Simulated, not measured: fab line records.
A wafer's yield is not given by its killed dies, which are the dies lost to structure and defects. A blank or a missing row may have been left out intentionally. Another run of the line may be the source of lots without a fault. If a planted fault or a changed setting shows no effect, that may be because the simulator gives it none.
Struck lot and sound lot, side by side / flow sky130 / 36 out of 708 route steps
Sound: wafers L794.2, L794.4, L794.5. Wafers struck: L800.1, L800.3, L800.5. The cause comes at the end.
Per side, at each step with rows, come the tool, then ch with its chambers, and then its first start. Under that, the readings that differ: sound wafers / struck wafers / difference of the means / sigmas: that difference in standard deviations of wafers without a fault.
alike: readings whose means differ by less than 2 such deviations, and words and numbers that are the same on both sides. not compared: withheld readings, readings that some wafer has no value for, bounds like >300 that may hide the same value, and numbers for which the record gives no deviation and whose values overlap.
The two part at a step that has a row with sigmas, a row that says differs or no value, or rows on one side only. When numbers do not overlap yet have no deviation, they are printed without sigmas and do not part them. A reading missing from all wafers of one side parts the sides only when that side holds two or more wafers.

first, 10 steps without rows for these wafers: SKY_GATE_OXIDE_HMDS_04 (prime time 60 s); SKY_GATE_OXIDE_COAT_05 (resist thk 1140 nm); SKY_GATE_OXIDE_SOFTBAKE_06 (time 60 s); SKY_GATE_OXIDE_EXPOSE_07 (exposes mask LVOM, target cd 600 nm); SKY_GATE_OXIDE_PEB_08; SKY_GATE_OXIDE_DEVELOP_09 (develop time 60 s); SKY_GATE_OXIDE_IMPLANT_11; SKY_GATE_OXIDE_WET_ETCH_12 (etches SiO2 in dHF, target depth 16.8 nm, time 319.8 s); SKY_GATE_OXIDE_STRIP_13 (strips in O2/N2); SKY_GATE_OXIDE_CLEAN_15 (cleans in SC1/SC2, time 150 s).
SKY_GATE_OXIDE_OXIDATION_16: stabilise 600 s, purge 300 s, target thk 3.57 nm.
  sound on furnace-02 ch 0, day 15 16:01; struck on furnace-02 ch 0, day 17 14:08
reading=spikeTcBottomC (C); sound=817.4 817.8 819.2; struck=821.2 819.3 820.6; difference=+2.2; sigmas=+2
  alike: rampDownCPerMin, spikeTcUpperC
then, 24 steps without rows for these wafers: SKY_POLY_GATE_CVD_00 (deposits poly-Si, target thk 180 nm, time 720 s); SKY_RES_PROTECT_DEHYDRATE_00 (time 60 s); SKY_RES_PROTECT_HMDS_01 (prime time 60 s); SKY_RES_PROTECT_COAT_02 (resist thk 1140 nm); SKY_RES_PROTECT_SOFTBAKE_03 (time 60 s); SKY_RES_PROTECT_EXPOSE_04 (exposes mask RPM, target cd 1270 nm); SKY_RES_PROTECT_PEB_05; SKY_RES_PROTECT_DEVELOP_06 (develop time 60 s); SKY_POLY_GATE_IMPLANT_02; SKY_RES_PROTECT_STRIP_07 (strips in O2/N2); SKY_RES_PROTECT_CLEAN_09 (cleans in SC1/SC2, time 150 s); SKY_POLY_GATE_CVD_03 (deposits Si3N4 from DCS/NH3, target thk 75 nm, time 1290 s); SKY_POLY_GATE_DEHYDRATE_05 (time 60 s); SKY_POLY_GATE_HMDS_06 (prime time 60 s); SKY_POLY_GATE_COAT_07 (resist thk 110 nm); SKY_POLY_GATE_COAT_08 (resist thk 450 nm); SKY_POLY_GATE_SOFTBAKE_09 (time 90 s); SKY_POLY_GATE_EXPOSE_10 (exposes mask P1M, target cd 150 nm); SKY_POLY_GATE_PEB_11; SKY_POLY_GATE_DEVELOP_12 (develop time 60 s); SKY_POLY_GATE_ETCH_15 (etches BARC in N2/H2, stops on SiO2, time 118.5 s, target depth 110 nm); SKY_POLY_GATE_ETCH_16 (etches Si3N4 in CH3F/O2, stops on poly-Si, time 147.5 s, target depth 75 nm); SKY_POLY_GATE_ETCH_17 (etches poly-Si in HBr/Cl2, stops on SiO2, target depth 180 nm, time 70.5 s); SKY_POLY_GATE_STRIP_18 (strips in O2/N2).
-- a jump in the record: the struck wafers' starts before and after are 31 days apart (it breaks off in module POLY_GATE and resumes in module PAD_OPEN, where the first step shown is number 708 of the route) --
SKY_PAD_OPEN_PROBE_99:
  sound: prober-01 at day 47 09:37; struck: prober-01 at day 48 10:52
  alike: killed_at_M0_to_M3, killed_at_M4_up, killedAtContacts, killedAtFrontEnd, killedAtOther, killedDies, killedOpen, killedShort
  not compared: model.etest.capThinOxide.gateLog10ACm2, model.etest.capThinOxide.toxAccNm, model.etest.pfet_01v8.toxInvNm, model.etest.nfet_01v8.toxInvNm, model.etest.nfet_01v8_turned.vtV, model.etest.nfet_01v8.bodyRiseV

== WHERE THEY PART ==
SKY_GATE_OXIDE_OXIDATION_16 only, going by this record. Later steps at which nothing parts them and some readings are alike: SKY_PAD_OPEN_PROBE_99.

WHY: the cause the simulator had injected
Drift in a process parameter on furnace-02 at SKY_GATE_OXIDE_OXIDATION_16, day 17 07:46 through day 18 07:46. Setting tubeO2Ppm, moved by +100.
